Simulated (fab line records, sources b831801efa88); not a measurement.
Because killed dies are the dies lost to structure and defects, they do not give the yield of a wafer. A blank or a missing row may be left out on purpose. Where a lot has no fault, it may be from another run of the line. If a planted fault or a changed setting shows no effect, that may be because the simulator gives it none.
Struck lot and sound lot, side by side + flow sfq_line + 13 out of 325 route steps
Sound: wafers L743.1, L743.3, L743.5. Struck: wafer L754.6 (L754.3, L754.4, from the same lot, were not struck and are left out); the cause is given at the end.
For every step that has rows: the tool of each side, followed by ch and its chambers, followed by its first start. Under that, the readings that differ: sound wafers + struck wafers + difference of the means + sigmas: that difference in standard deviations of wafers without a fault.
alike: a reading whose means differ by less than 2 such deviations, as well as words and numbers matching on both sides. not compared: withheld readings; readings where some wafer has no value; bounds like >300 that might hide an equal value; numbers whose values overlap and for which the record gives no deviation.
The two part at a step that has a row with sigmas, a row that says differs or no value, or rows on one side only. Numbers that have no deviation but don't overlap get no sigmas and don't part them. Lack of a reading on every wafer of one side parts them only where that side has two or more wafers.

first, 2 steps without rows for these wafers: SFQ_TRILAYER_I1_VIA_STRIP_SOLV_CLEAN_054 (cleans in NMP, time 600 s); SFQ_TRILAYER_M2_DEP_PRE_CLEAN_056 (time 22.5 s).
SFQ_TRILAYER_M2_DEP_SPUTTER_055: material Nb, target thk 200 nm, time 133.3 s.
  sound on pvd_sputter-04 at day 28 18:19; struck on pvd_sputter-06 at day 32 09:17
  alike: throttle_valve_pct
SFQ_M2_RS_MEAS_914: measures by four-point-probe.
  sound on film_metro-03 at day 28 18:24; struck on film_metro-01 at day 32 09:25
  alike: M2_NB_RS
then, 6 steps without rows for these wafers: SFQ_TRILAYER_M2_LITHO_COAT_062 (resist thk 62 nm); SFQ_TRILAYER_M2_LITHO_COAT_057 (resist thk 600 nm); SFQ_TRILAYER_M2_LITHO_SOFTBAKE_061; SFQ_TRILAYER_M2_LITHO_EXPOSE_058 (exposes mask M2, target cd 500 nm); SFQ_TRILAYER_M2_LITHO_PEB_060 (peb time 60 s); SFQ_TRILAYER_M2_LITHO_DEVELOP_059 (time 60 s).
-- the record jumps here: 6 days lie between the struck wafers' starts before and after --
SFQ_M2_OVL_MEAS_916:
  sound on overlay-01 at day 28 20:50; struck on overlay-01 at day 38 18:28
  alike: M2_OVL
SFQ_TRILAYER_M2_BARC_OPEN_METAL_ETCH_077: etches BARC in O2, target depth 125 nm, time 41.7 s.
  sound on rie_metal-02 ch 0,1, day 28 20:52; struck on rie_metal-03 ch 1, day 38 18:31
| reading               | sound             | struck | difference | sigmas |
|-----------------------|-------------------|--------|------------|--------|
| oes_product_au (a.u.) | 0.678 0.686 0.678 | 0.718  | +0.037     | +8     |
| run_length_s (s)      | 69.6 70.0 69.8    | 67.7   | -2.1       | -6     |
  alike: drypump_motor_current_A
  not compared: rf_fwd_power_W, rf_hours_counter_h
SFQ_TRILAYER_M2_ETCH_METAL_ETCH_060: etches Nb in Cl2/Ar, stops on SiO2, target depth 240 nm, time 120 s.
  sound on rie_metal-02 ch 0,1, day 28 20:56; struck on rie_metal-03 ch 1, day 38 18:35
  alike: drypump_motor_current_A, oes_product_au, rf_fwd_power_W, run_length_s
  not compared: rf_hours_counter_h

WHERE THEY PART
Within this record, at SFQ_TRILAYER_M2_BARC_OPEN_METAL_ETCH_077 only. Later steps at which nothing parts them and some readings are alike: SFQ_TRILAYER_M2_ETCH_METAL_ETCH_060.

WHY: what had been put in by the simulator
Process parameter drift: rie_metal-03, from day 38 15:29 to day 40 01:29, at SFQ_TRILAYER_M2_BARC_OPEN_METAL_ETCH_077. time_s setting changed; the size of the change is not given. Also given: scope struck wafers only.
